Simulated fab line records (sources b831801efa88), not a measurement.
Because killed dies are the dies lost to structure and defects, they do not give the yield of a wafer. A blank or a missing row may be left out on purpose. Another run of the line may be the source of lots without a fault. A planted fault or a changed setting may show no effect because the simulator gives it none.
The tool behind it: which one? / flow gf180mcu / 13 lots with 37 wafers sampled at 4 steps, on a route of 602 steps

WHAT THE GAUGES SHOWED, per wafer
GF_PASSIVATION_THK_MEAS_01.
lot=L117; measured=day 28 02:29; on=filmMetro-02; PASSIVATION_CVD_00_THK (nm)=994 1024 1025
lot=L118; measured=day 28 10:13; on=filmMetro-04; PASSIVATION_CVD_00_THK (nm)=990 988 1009
lot=L121; measured=day 29 11:13; on=filmMetro-02; PASSIVATION_CVD_00_THK (nm)=997 999 1007
lot=L122; measured=day 29 19:39; on=filmMetro-04; PASSIVATION_CVD_00_THK (nm)=998 972 1034
lot=L124; measured=day 30 10:45; on=filmMetro-04; PASSIVATION_CVD_00_THK (nm)=1005 1019 1000
lot=L125; measured=day 30 11:03; on=filmMetro-02; PASSIVATION_CVD_00_THK (nm)=987 1018 1005
lot=L126; measured=day 31 00:54; on=filmMetro-04; PASSIVATION_CVD_00_THK (nm)=983 998 1006
lot=L128; measured=day 31 15:05; on=filmMetro-01; PASSIVATION_CVD_00_THK (nm)=990 1006 1000
lot=L129; measured=day 31 18:44; on=filmMetro-01; PASSIVATION_CVD_00_THK (nm)=989 971 999
lot=L130; measured=day 31 21:48; on=filmMetro-04; PASSIVATION_CVD_00_THK (nm)=1030 1021 1009
lot=L132; measured=day 32 10:55; on=filmMetro-01; PASSIVATION_CVD_00_THK (nm)=988
lot=L135; measured=day 33 03:46; on=filmMetro-02; PASSIVATION_CVD_00_THK (nm)=996 992 1007
lot=L140; measured=day 34 09:58; on=filmMetro-02; PASSIVATION_CVD_00_THK (nm)=985 983 1013

GF_PASSIVATION_THK_MEAS_03.
lot=L117; measured=day 28 02:50; on=filmMetro-02; PASSIVATION_CVD_02_THK (nm)=687 699 697
lot=L118; measured=day 28 10:34; on=filmMetro-02; PASSIVATION_CVD_02_THK (nm)=702 697 701
lot=L121; measured=day 29 11:34; on=filmMetro-01; PASSIVATION_CVD_02_THK (nm)=700 709 710
lot=L122; measured=day 29 19:59; on=filmMetro-04; PASSIVATION_CVD_02_THK (nm)=695 681 696
lot=L124; measured=day 30 11:06; on=filmMetro-04; PASSIVATION_CVD_02_THK (nm)=674 680 695
lot=L125; measured=day 30 11:24; on=filmMetro-02; PASSIVATION_CVD_02_THK (nm)=708 716 712
lot=L126; measured=day 31 01:16; on=filmMetro-02; PASSIVATION_CVD_02_THK (nm)=685 693 702
lot=L128; measured=day 31 15:25; on=filmMetro-04; PASSIVATION_CVD_02_THK (nm)=691 702 699
lot=L129; measured=day 31 19:05; on=filmMetro-04; PASSIVATION_CVD_02_THK (nm)=692 694 714
lot=L130; measured=day 31 22:09; on=filmMetro-04; PASSIVATION_CVD_02_THK (nm)=711 709 726
lot=L132; measured=day 32 11:16; on=filmMetro-01; PASSIVATION_CVD_02_THK (nm)=710
lot=L135; measured=day 33 04:10; on=filmMetro-02; PASSIVATION_CVD_02_THK (nm)=690 695 681
lot=L140; measured=day 34 10:18; on=filmMetro-02; PASSIVATION_CVD_02_THK (nm)=697 713 722

TOOL THAT RAN EACH LOT (tool first, then ch and the chambers of the sampled wafers, then the start)
lot=L117; GF_MIM_SPUTTER_02=pvdSputter-02, day 24 10:46; GF_MIM_STRIP_20=plasmaAsher-01 ch 1, day 25 08:42
lot=L118; GF_MIM_SPUTTER_02=pvdSputter-04, day 24 19:19; GF_MIM_STRIP_20=plasmaAsher-04 ch 0,1, day 25 16:54
lot=L121; GF_MIM_SPUTTER_02=pvdSputter-04, day 25 22:34; GF_MIM_STRIP_20=plasmaAsher-01 ch 0,1, day 26 19:44
lot=L122; GF_MIM_SPUTTER_02=pvdSputter-02, day 26 08:35; GF_MIM_STRIP_20=plasmaAsher-03 ch 0, day 27 05:38
lot=L124; GF_MIM_SPUTTER_02=pvdSputter-02, day 27 00:37; GF_MIM_STRIP_20=plasmaAsher-03 ch 0,1, day 27 21:20
lot=L125; GF_MIM_SPUTTER_02=pvdSputter-01, day 27 02:11; GF_MIM_STRIP_20=plasmaAsher-01 ch 0,1, day 27 21:46
lot=L126; GF_MIM_SPUTTER_02=pvdSputter-02, day 27 14:48; GF_MIM_STRIP_20=plasmaAsher-01 ch 0,1, day 28 10:43
lot=L128; GF_MIM_SPUTTER_02=pvdSputter-04, day 28 09:19; GF_MIM_STRIP_20=plasmaAsher-03 ch 0,1, day 29 04:02
lot=L129; GF_MIM_SPUTTER_02=pvdSputter-04, day 28 12:28; GF_MIM_STRIP_20=plasmaAsher-03 ch 0,1, day 29 07:42
lot=L130; GF_MIM_SPUTTER_02=pvdSputter-04, day 28 16:01; GF_MIM_STRIP_20=plasmaAsher-01 ch 0,1, day 29 11:14
lot=L132; GF_MIM_SPUTTER_02=pvdSputter-04, day 29 07:21; GF_MIM_STRIP_20=plasmaAsher-03 ch 1, day 30 01:44
lot=L135; GF_MIM_SPUTTER_02=pvdSputter-04, day 30 02:25; GF_MIM_STRIP_20=plasmaAsher-04 ch 0,1, day 30 21:20
lot=L140; GF_MIM_SPUTTER_02=pvdSputter-02, day 31 13:49; GF_MIM_STRIP_20=plasmaAsher-03 ch 0,1, day 32 06:47
- GF_MIM_SPUTTER_02: material AlCu, target thk 450 nm, time 23.9 s.
- GF_MIM_STRIP_20: strips in O2/N2.

AS READ BY THE TOOLS THEMSELVES (means over the sampled wafers that have a number; for cases with no such wafer, the mark the record gives instead)
GF_MIM_SPUTTER_02.
lot=L117; tool=pvdSputter-02; throttleValvePct (%)=29.4
lot=L118; tool=pvdSputter-04; throttleValvePct (%)=30.1
lot=L121; tool=pvdSputter-04; throttleValvePct (%)=28.6
lot=L122; tool=pvdSputter-02; throttleValvePct (%)=30.4
lot=L124; tool=pvdSputter-02; throttleValvePct (%)=29.9
lot=L125; tool=pvdSputter-01; throttleValvePct (%)=29.9
lot=L126; tool=pvdSputter-02; throttleValvePct (%)=29.7
lot=L128; tool=pvdSputter-04; throttleValvePct (%)=30.1
lot=L129; tool=pvdSputter-04; throttleValvePct (%)=29.1
lot=L130; tool=pvdSputter-04; throttleValvePct (%)=28.6
lot=L132; tool=pvdSputter-04; throttleValvePct (%)=28.5
lot=L135; tool=pvdSputter-04; throttleValvePct (%)=30.2
lot=L140; tool=pvdSputter-02; throttleValvePct (%)=29.9

GF_MIM_STRIP_20.
lot=L117; tool=plasmaAsher-01; drypumpMotorCurrentA (A)=6.0; heaterPowerW (W)=344; oesProductAu (a.u.)=0.690; stripTimeToEndpointS (s)=11.19
lot=L118; tool=plasmaAsher-04; drypumpMotorCurrentA (A)=5.3; heaterPowerW (W)=346; oesProductAu (a.u.)=0.694; stripTimeToEndpointS (s)=11.24
lot=L121; tool=plasmaAsher-01; drypumpMotorCurrentA (A)=5.9; heaterPowerW (W)=318; oesProductAu (a.u.)=0.694; stripTimeToEndpointS (s)=11.32
lot=L122; tool=plasmaAsher-03; drypumpMotorCurrentA (A)=6.6; heaterPowerW (W)=308; oesProductAu (a.u.)=0.691; stripTimeToEndpointS (s)=11.25
lot=L124; tool=plasmaAsher-03; drypumpMotorCurrentA (A)=5.8; heaterPowerW (W)=341; oesProductAu (a.u.)=0.694; stripTimeToEndpointS (s)=11.24
lot=L125; tool=plasmaAsher-01; drypumpMotorCurrentA (A)=6.0; heaterPowerW (W)=330; oesProductAu (a.u.)=0.685; stripTimeToEndpointS (s)=11.14
lot=L126; tool=plasmaAsher-01; drypumpMotorCurrentA (A)=5.9; heaterPowerW (W)=332; oesProductAu (a.u.)=0.696; stripTimeToEndpointS (s)=11.23
lot=L128; tool=plasmaAsher-03; drypumpMotorCurrentA (A)=6.2; heaterPowerW (W)=324; oesProductAu (a.u.)=0.696; stripTimeToEndpointS (s)=11.22
lot=L129; tool=plasmaAsher-03; drypumpMotorCurrentA (A)=6.2; heaterPowerW (W)=321; oesProductAu (a.u.)=0.696; stripTimeToEndpointS (s)=11.31
lot=L130; tool=plasmaAsher-01; drypumpMotorCurrentA (A)=5.9; heaterPowerW (W)=316; oesProductAu (a.u.)=0.693; stripTimeToEndpointS (s)=11.21
lot=L132; tool=plasmaAsher-03; drypumpMotorCurrentA (A)=5.4; heaterPowerW (W)=368; oesProductAu (a.u.)=0.694; stripTimeToEndpointS (s)=11.21
lot=L135; tool=plasmaAsher-04; drypumpMotorCurrentA (A)=5.3; heaterPowerW (W)=360; oesProductAu (a.u.)=0.687; stripTimeToEndpointS (s)=11.15
lot=L140; tool=plasmaAsher-03; drypumpMotorCurrentA (A)=6.2; heaterPowerW (W)=329; oesProductAu (a.u.)=0.691; stripTimeToEndpointS (s)=11.15

THE ANSWER, worked out from the rows above alone
Rule: what is usual is taken from the lots themselves. The widest of any qualifying gaps counts: lots, ordered by their means at a reading, are off when they make up no more than a third of the lots, leave a main group of 4 or more, and stand apart from it by 3 or more times the standard deviation of that group's means. A main group is skipped when, at the precision printed for the reading in the tables above, its means are all equal. A lot without any number at a reading at which 4 lots or more have one is off too. Where the step has rows for the other lots, those lots are counted as sound. Order of review: gauges by route order, followed by the tools' own readings, for which a lot's mean as printed above is used. The first step at which some lot is off is used, and at that step the reading that is off furthest; a lot without a number counts as furthest.
Across all readings shown, no lot is off: no conclusion can be drawn from this.

WHAT THE SIMULATOR HAD INSERTED
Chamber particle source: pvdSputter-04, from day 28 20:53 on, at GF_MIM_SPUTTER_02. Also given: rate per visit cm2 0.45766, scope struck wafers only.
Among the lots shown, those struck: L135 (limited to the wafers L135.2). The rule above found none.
